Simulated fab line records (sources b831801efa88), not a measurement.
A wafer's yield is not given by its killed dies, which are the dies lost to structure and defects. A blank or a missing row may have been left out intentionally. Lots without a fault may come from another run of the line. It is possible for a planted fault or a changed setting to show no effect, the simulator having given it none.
Comparing a struck lot with a sound one -- flow sky130 -- 15 out of 708 route steps
Sound: the wafers L770.1, L770.3, L770.5. Struck: wafer L780.6 (left out: L780.1, L780.5 of the same lot, which were not struck); the cause appears at the end.
Order at every step that has rows: each side's tool, ch and its chambers, its first start. Under that, the readings that differ: sound wafers -- struck wafers -- difference of the means -- sigmas: that difference in standard deviations of wafers without a fault.
alike: words and numbers the same on both sides, and readings whose means are apart by under 2 such deviations; not compared: readings that were withheld, readings missing a value for some wafer, numbers with overlapping values and no deviation given by the record, and bounds like >300 which may hide the same value.
Wherever a step has rows on one side only, a row that says differs or no value, or a row with sigmas, the two part there. Numbers that have no deviation but don't overlap get no sigmas and don't part them. A reading missing from all wafers of one side parts the sides only when that side holds two or more wafers.

SKY_VIA3_ETCH_14: etches BARC in N2/H2, stops on SiO2, time 45.9 s, target depth 60 nm.
  sound on rieDiel-04 ch 0,1,2, day 41 13:49; struck on rieDiel-01 ch 2, day 44 09:04
  alike: drypumpMotorCurrentA, n2FlowSccm, oesProductAu, throttleValvePct
  not compared: rfHoursCounterH
then, 1 step without rows for these wafers: SKY_VIA3_ETCH_15 (etches SiO2 in C4F8/O2/Ar, stops on TiN, target depth 507 nm, time 78 s).
SKY_VIA3_STRIP_16: strips in O2/N2.
  sound on plasmaAsher-02 ch 1, day 41 13:55; struck on plasmaAsher-03 ch 1, day 44 09:10
reading,sound,struck,difference,sigmas
n2FlowSccm (sccm),299.8 299.6 298.6,302.6,+3.3,+3
oesProductAu (a.u.),0.404 0.401 0.405,0.391,-0.012,-3
  alike: drypumpMotorCurrentA, stripTimeToEndpointS
  not compared: rfHoursCounterH
then, 3 steps without rows for these wafers: SKY_VIA3_STRIP_17 (strips in post etch residue remover, time 1200 s); SKY_VIA3_CLEAN_18 (cleans in IPA, time 180 s); SKY_VIA3_CLEAN_19 (cleans in O3/DIW).
SKY_VIA3_SPUTTER_20: material TiN, target thk 20 nm, time 80 s.
  sound on pvdSputter-03, day 41 14:32; struck on pvdSputter-02, day 44 09:46
  alike: chamberPressurePa, throttleValvePct
SKY_VIA3_CVD_21: deposits W, target thk 390 nm, time 117.31 s.
  sound on cvdW-02 ch 0,1, day 41 14:37; struck on cvdW-02 ch 0, day 44 09:49
  alike: chamberPressureTorr, heaterPowerW
SKY_VIA3_RS_MEAS_22: uses a four-point probe to measure.
  sound on filmMetro-04, day 41 14:44; struck on filmMetro-02, day 44 09:56
reading,sound,struck,difference,sigmas
VIA3_W_RS (ohm/sq),0.295 0.299 0.298,0.290,-0.007,-2
SKY_VIA3_THK_MEAS_23: measures by xrf.
  sound on filmMetro-04, day 41 14:51; struck on filmMetro-02, day 44 10:04
  alike: VIA3_W_THK
then, 2 steps without rows for these wafers: SKY_VIA3_CMP_24 (polishes, stops on SiO2, t overpolish 20 s, target thk 0 nm); SKY_METAL4_SPUTTER_00 (material Ti, target thk 15 nm, time 10 s).
SKY_METAL4_SPUTTER_01: material TiN, target thk 20 nm, time 16.7 s.
  sound on pvdSputter-04, day 41 15:14; struck on pvdSputter-04, day 44 10:26
reading,sound,struck,difference,sigmas
chamberPressurePa (Pa),0.3997 0.3989 0.4010,0.4232,+0.0233,+29
  alike: throttleValvePct
SKY_METAL4_SPUTTER_02: material AlCu, target thk 735 nm, time 39.1 s.
  sound on pvdSputter-04, day 41 15:16; struck on pvdSputter-04, day 44 10:28
  alike: chamberPressurePa, throttleValvePct
-- the record jumps here: 5 days lie between the struck wafers' starts before and after (it left off in module METAL4 and takes up again in module PAD_OPEN, whose first step shown is number 708 of the route) --
SKY_PAD_OPEN_PROBE_99:
  sound on prober-02, day 47 10:23; struck on prober-02, day 49 18:05
  alike: defectLimitedYield, killed_at_M0_to_M3, killed_at_M4_up, killedAtContacts, killedAtFrontEnd, killedAtOther, killedDies, killedOpen, killedShort, sort_bin_3_pad_short, sort_bin_5_function, sort_bin_6_memory, sortNPass, sortYieldPct

## WHERE THEY PART
Earliest at SKY_VIA3_STRIP_16; latest, in this record, at SKY_METAL4_SPUTTER_01. Later steps at which nothing parts them and some readings are alike: SKY_METAL4_SPUTTER_02, SKY_PAD_OPEN_PROBE_99.

WHY: the cause the simulator had injected
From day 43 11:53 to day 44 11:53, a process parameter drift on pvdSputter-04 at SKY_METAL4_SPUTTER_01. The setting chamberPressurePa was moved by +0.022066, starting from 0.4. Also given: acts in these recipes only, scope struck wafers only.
